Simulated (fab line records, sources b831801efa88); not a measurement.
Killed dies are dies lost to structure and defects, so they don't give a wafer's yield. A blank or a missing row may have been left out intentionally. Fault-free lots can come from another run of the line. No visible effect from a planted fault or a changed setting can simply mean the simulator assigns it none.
A struck lot beside a sound one + flow sky130 + 29 steps out of a route of 708
Sound: these wafers, L947.2, L947.4, L947.5. Struck: wafers L940.2, L940.3, L940.4. The cause is named last.
For every step that has rows: the tool of each side, followed by ch and its chambers, followed by its first start. Under that, the readings that differ: sound wafers + struck wafers + difference of the means + sigmas: that difference in standard deviations of wafers without a fault.
alike: same words and numbers on both sides, and readings whose means sit less than 2 such deviations apart. not compared: any withheld reading, any reading some wafer has no value for, any bound like >300 that may hide the same value, and any number with overlapping values for which the record gives no deviation.
A row with sigmas, a row that says differs or no value, or rows on one side alone: a step with any of these is where the two part. Numbers that don't overlap but have no deviation are shown without sigmas and don't part them. A reading missing from all wafers of one side parts the sides only when that side holds two or more wafers.

first, 9 steps without rows for these wafers: SKY_METAL2_DEVELOP_14 (develop time 60 s); SKY_METAL2_DESCUM_17 (chemistry O2, time 8 s); SKY_METAL2_ETCH_18 (etches BARC in N2/H2, stops on SiO2, time 45.9 s, target depth 60 nm); SKY_METAL2_METAL_ETCH_19 (etches the open film in Cl2/BCl3, stops on SiO2, target depth 360 nm, time 78 s); SKY_METAL2_STRIP_20 (strips in O2/N2); SKY_METAL2_STRIP_21 (strips in post etch residue remover, time 1200 s); SKY_METAL2_CLEAN_22 (cleans in IPA, time 180 s); SKY_METAL2_CLEAN_23 (cleans in O3/DIW); SKY_VIA2_HDPCVD_00 (deposits SiO2, target thk 1180 nm, time 202.3 s).
SKY_VIA2_CMP_02: polishes SiO2.
  sound on cmp-01 ch 0,2,3, day 40 14:27; struck on cmp-01 ch 0,2,3, day 39 06:01
  no value came back on the struck wafers for edgeZonePressureFrac, headPressurePsi (psi), motorCurrentA (A), platenRpm (rpm); on the sound wafers edgeZonePressureFrac reads 1.003 0.994 0.998
| reading                                 | sound             | struck         | difference | sigmas |
|-----------------------------------------|-------------------|----------------|------------|--------|
| model.SiO2_of_VIA2_HDPCVD_00.thkNm (nm) | 493.4 492.7 494.6 | 1193 1212 1219 | +714       |        |
SKY_VIA2_BOW_MEAS_03:
  struck on filmMetro-04, day 39 06:20; sound on filmMetro-01, day 40 14:40
| reading       | sound    | struck      | difference | sigmas |
|---------------|----------|-------------|------------|--------|
| VIA2_BOW (um) | 99 84 84 | 114 123 119 | +30        | +4     |
then, 9 steps without rows for these wafers: SKY_VIA2_DEHYDRATE_04 (time 60 s); SKY_VIA2_HMDS_05 (prime time 60 s); SKY_VIA2_COAT_06 (resist thk 60 nm); SKY_VIA2_COAT_07 (resist thk 450 nm); SKY_VIA2_SOFTBAKE_08 (time 90 s); SKY_VIA2_EXPOSE_09 (exposes mask VIM2, target cd 200 nm); SKY_VIA2_PEB_10; SKY_VIA2_DEVELOP_11 (develop time 60 s); SKY_VIA2_ETCH_14 (etches BARC in N2/H2, stops on SiO2, time 45.9 s, target depth 60 nm).
SKY_VIA2_ETCH_15: etches SiO2 in C4F8/O2/Ar, stops on TiN, target depth 546 nm, time 84 s.
  sound on rieDiel-01 ch 2,3, day 41 15:13; struck on rieDiel-02 ch 0,1,2, day 40 06:10
| reading                        | sound             | struck            | difference | sigmas      |
|--------------------------------|-------------------|-------------------|------------|-------------|
| oesProductAu (a.u.)            | 0.930 0.936 0.937 | 1.661 1.629 1.647 | +0.711     | +99 or more |
| model.etch.depthNm (nm)        | 493.4 492.7 494.6 | 561 548.1 553.2   | +61        |             |
| model.VIA2.featureDepthNm (nm) | 493.4 492.7 494.6 | 561 548.1 553.2   | +61        |             |
  alike: chamberPressureMTorr
  not compared: rfHoursCounterH
then, 6 steps without rows for these wafers: SKY_VIA2_STRIP_16 (strips in O2/N2); SKY_VIA2_STRIP_17 (strips in post etch residue remover, time 1200 s); SKY_VIA2_CLEAN_18 (cleans in IPA, time 180 s); SKY_VIA2_CLEAN_19 (cleans in O3/DIW); SKY_VIA2_SPUTTER_20 (material TiN, target thk 20 nm, time 80 s); SKY_VIA2_CVD_21 (deposits W, target thk 420 nm, time 126.4 s).
SKY_VIA2_CMP_24: polishes, stops on SiO2, t overpolish 20 s, target thk 0 nm.
  sound on cmp-01 ch 0,1,2, day 41 16:19; struck on cmp-01 ch 0,1,3, day 40 07:13
| reading                                 | sound           | struck         | difference | sigmas |
|-----------------------------------------|-----------------|----------------|------------|--------|
| model.SiO2_of_VIA2_HDPCVD_00.thkNm (nm) | 489 488.3 490.2 | 1189 1208 1214 | +714       |        |
  alike: edgeZonePressureFrac, headPressurePsi, motorCurrentA, platenRpm
-- the record jumps here: 9 days lie between the struck wafers' starts before and after (it left off in module VIA2 and takes up again in module PAD_OPEN, whose first step shown is number 708 of the route) --
SKY_PAD_OPEN_PROBE_99:
  struck on prober-02, day 49 00:13; sound on prober-02, day 49 21:49
| reading                 | sound          | struck         | difference | sigmas |
|-------------------------|----------------|----------------|------------|--------|
| defectLimitedYield (%)  | 82.3 83.9 81.7 | 0 0 0          | -83        | -43    |
| killed_at_M0_to_M3      | 48 41 50       | 448 455 459    | +408       | +57    |
| killedDies              | 87 79 90       | 492 492 492    | +407       | +44    |
| killedOnRim             | 15 19 19       | 96 96 96       | +78        | +20    |
| sort_bin_5_function (%) | 10.6 10.4 12.4 | 91.9 93.3 91.7 | +81.2      | +54    |
| sortNPass               | 405 413 402    | 0 0 0          | -407       | -44    |
| sortYieldPct (%)        | 82.3 83.9 81.7 | 0 0 0          | -83        | -43    |
  alike: killed_at_M4_up, killedAtContacts, killedAtFrontEnd, killedOpen, killedShort, sort_bin_3_pad_short, sort_bin_6_memory

== WHERE THEY PART ==
At SKY_VIA2_CMP_02 first; at SKY_PAD_OPEN_PROBE_99 last (within this record only).

WHY: the cause the simulator had injected
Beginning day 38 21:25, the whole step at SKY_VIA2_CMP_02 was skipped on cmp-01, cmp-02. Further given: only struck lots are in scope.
